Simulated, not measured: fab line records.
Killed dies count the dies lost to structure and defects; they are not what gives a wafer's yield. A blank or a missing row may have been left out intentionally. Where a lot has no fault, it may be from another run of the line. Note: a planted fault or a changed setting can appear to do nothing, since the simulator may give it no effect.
Which tool was responsible?	flow sky130	12 lots, 36 wafers sampled, at 3 steps of a route of 708

== WHAT THE GAUGES READ, wafer by wafer ==
SKY_METAL1_CD_MEAS_15 targets a cd of 140 nm.
lot	measured	on	cd-nm (nm)
L075	day 32 13:36	cd-sem-02	140.4 141.9 141.6
L077	day 34 19:43	cd-sem-01	139.8 141.3 141.6
L078	day 35 10:12	cd-sem-02	140.3 140.2 140.8
L081	day 35 20:26	cd-sem-02	139.6 139.7 139.2
L084	day 36 06:19	cd-sem-01	141.1 141.8 139.8
L086	day 36 21:11	cd-sem-02	140.2 139.6 138.3
L087	day 37 01:59	cd-sem-02	139.3 139.6 139.9
L089	day 37 15:23	cd-sem-02	140.8 139.6 139.7
L091	day 38 00:47	cd-sem-01	138.4 138.3 139.4
L093	day 38 15:08	cd-sem-01	141.3 140.8 139.3
L095	day 39 10:19	cd-sem-01	141.8 141.0 142.4
L097	day 39 20:52	cd-sem-02	138.9 140.6 138.3

== WHAT TOOL EACH LOT RAN ON (gives the tool, then ch and the chambers of the sampled wafers, and finally the start) ==
lot	SKY_LOCAL_INTERCONNECT_METAL_ETCH_14	SKY_METAL1_SPUTTER_02
L075	rie-metal-04 ch 0, day 30 03:46	pvd-sputter-01, day 31 10:05
L077	rie-metal-04 ch 0,1, day 32 11:37	pvd-sputter-01, day 33 16:23
L078	rie-metal-01 ch 0,1, day 33 02:34	pvd-sputter-03, day 34 07:42
L081	rie-metal-01 ch 0,1, day 33 12:47	pvd-sputter-03, day 34 18:31
L084	rie-metal-03 ch 0,1, day 33 22:24	pvd-sputter-03, day 35 03:49
L086	rie-metal-03 ch 0,1, day 34 13:20	pvd-sputter-03, day 35 19:27
L087	rie-metal-01 ch 0,1, day 34 19:13	pvd-sputter-01, day 36 00:05
L089	rie-metal-03 ch 0,1, day 35 08:35	pvd-sputter-01, day 36 13:41
L091	rie-metal-03 ch 0,1, day 35 19:02	pvd-sputter-03, day 36 23:15
L093	rie-metal-01 ch 0,1, day 36 08:25	pvd-sputter-03, day 37 12:56
L095	rie-metal-04 ch 0,1, day 37 04:13	pvd-sputter-03, day 38 09:27
L097	rie-metal-01 ch 0,1, day 37 15:57	pvd-sputter-04, day 38 20:12
- SKY_LOCAL_INTERCONNECT_METAL_ETCH_14: etches TiN in Cl2/BCl3, stops on PSG, target depth 110 nm, time 31.4 s.
- SKY_METAL1_SPUTTER_02: material AlCu, target thk 250 nm, time 13.3 s.

== THE ANSWER, worked out from the rows above alone ==
Rule: what is usual is taken from the lots themselves. The widest of any qualifying gaps counts: lots, ordered by their means at a reading, are off when they make up no more than a third of the lots, leave a main group of 4 or more, and stand apart from it by 3 or more times the standard deviation of that group's means. The tables above print the reading to a certain number of digits; a main group whose means all agree to those digits is not used. A lot without any number at a reading at which 4 lots or more have one is off too. All remaining lots with rows at the step are treated as sound.
Nothing can be told from this: no lot is off at any reading shown.

== WHAT HAD BEEN PUT IN BY THE SIMULATOR ==
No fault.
